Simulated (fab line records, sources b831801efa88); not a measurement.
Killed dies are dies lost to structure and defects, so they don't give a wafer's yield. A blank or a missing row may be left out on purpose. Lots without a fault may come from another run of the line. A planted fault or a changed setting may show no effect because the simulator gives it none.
Which tool did it? | flow sky130 | 10 lots, 30 wafers sampled, at 3 steps of a route of 708

WHAT THE GAUGES READ, wafer by wafer
SKY_POLY_GATE_THK_MEAS_01.
lot  | measured     | on            | POLY_GATE_CVD_00_THK (nm)
L385 | day 13 21:13 | film_metro-03 | 178.8 179.5 178.7
L387 | day 14 12:46 | film_metro-02 | 177.7 179.8 179.9
L392 | day 16 02:34 | film_metro-03 | 180.7 181.8 181.4
L393 | day 16 20:10 | film_metro-04 | 147.4 144.0 146.4
L394 | day 17 16:31 | film_metro-02 | 170.9 164.8 160.9
L403 | day 20 08:04 | film_metro-02 | 178.5 181.1 180.7
L402 | day 20 09:16 | film_metro-03 | 181.4 181.3 181.6
L405 | day 20 23:47 | film_metro-03 | 179.5 181.2 181.4
L406 | day 21 04:14 | film_metro-04 | 179.6 178.8 176.8
L408 | day 22 01:53 | film_metro-02 | 180.3 180.9 180.5

WHICH TOOL RAN EACH LOT (tool, then ch and the chambers of the sampled wafers, then the start)
lot  | SKY_GATE_OXIDE_STRIP_13              | SKY_POLY_GATE_CVD_00
L385 | plasma_asher-04 ch 0,1, day 13 16:56 | lpcvd-01 ch 1, day 13 20:00
L387 | plasma_asher-04 ch 0,1, day 14 05:05 | lpcvd-01 ch 1, day 14 11:32
L392 | plasma_asher-01 ch 0,1, day 15 23:14 | lpcvd-01 ch 0, day 16 01:17
L393 | plasma_asher-01 ch 0,1, day 16 15:49 | lpcvd-01 ch 1, day 16 18:58
L394 | plasma_asher-01 ch 0,1, day 17 12:53 | lpcvd-01 ch 0, day 17 15:19
L403 | plasma_asher-04 ch 0,1, day 20 05:05 | lpcvd-01 ch 0, day 20 06:52
L402 | plasma_asher-01 ch 0,1, day 20 05:17 | lpcvd-01 ch 1, day 20 08:04
L405 | plasma_asher-03 ch 0,1, day 20 20:49 | lpcvd-01 ch 1, day 20 22:35
L406 | plasma_asher-01 ch 0,1, day 21 01:17 | lpcvd-01 ch 0, day 21 03:02
L408 | plasma_asher-04 ch 0,1, day 21 22:20 | lpcvd-01 ch 1, day 22 00:05
- SKY_GATE_OXIDE_STRIP_13: strips in O2/N2.
- SKY_POLY_GATE_CVD_00: deposits poly-Si, target thk 180 nm, time 720 s.

THE ANSWER, worked out from the rows above alone
Rule: what is usual is taken from the lots themselves. Put in order of their means at a reading, lots are off if they are a third of the lots or fewer, leave a main group of 4 or more, and stand apart from it by a gap of 3 or more times the standard deviation of the main group's means; of several such gaps the widest counts. A main group whose means are all the same, to the digits that the tables above print for the reading, isn't used. A lot without any number at a reading at which 4 lots or more have one is off too. The other lots that the step has rows for count as sound.
Off: L393, L394, at SKY_POLY_GATE_THK_MEAS_01 (POLY_GATE_CVD_00_THK). The main group: mean 180.1 nm, standard deviation 1.1.
A tool fits if, at a process step before that reading, it ran every lot that is off, and no sound lot after the first of them. The gauges at SKY_POLY_GATE_THK_MEAS_01 are tried like those tools. None of those tried fits.

WHAT THE SIMULATOR HAD PUT IN
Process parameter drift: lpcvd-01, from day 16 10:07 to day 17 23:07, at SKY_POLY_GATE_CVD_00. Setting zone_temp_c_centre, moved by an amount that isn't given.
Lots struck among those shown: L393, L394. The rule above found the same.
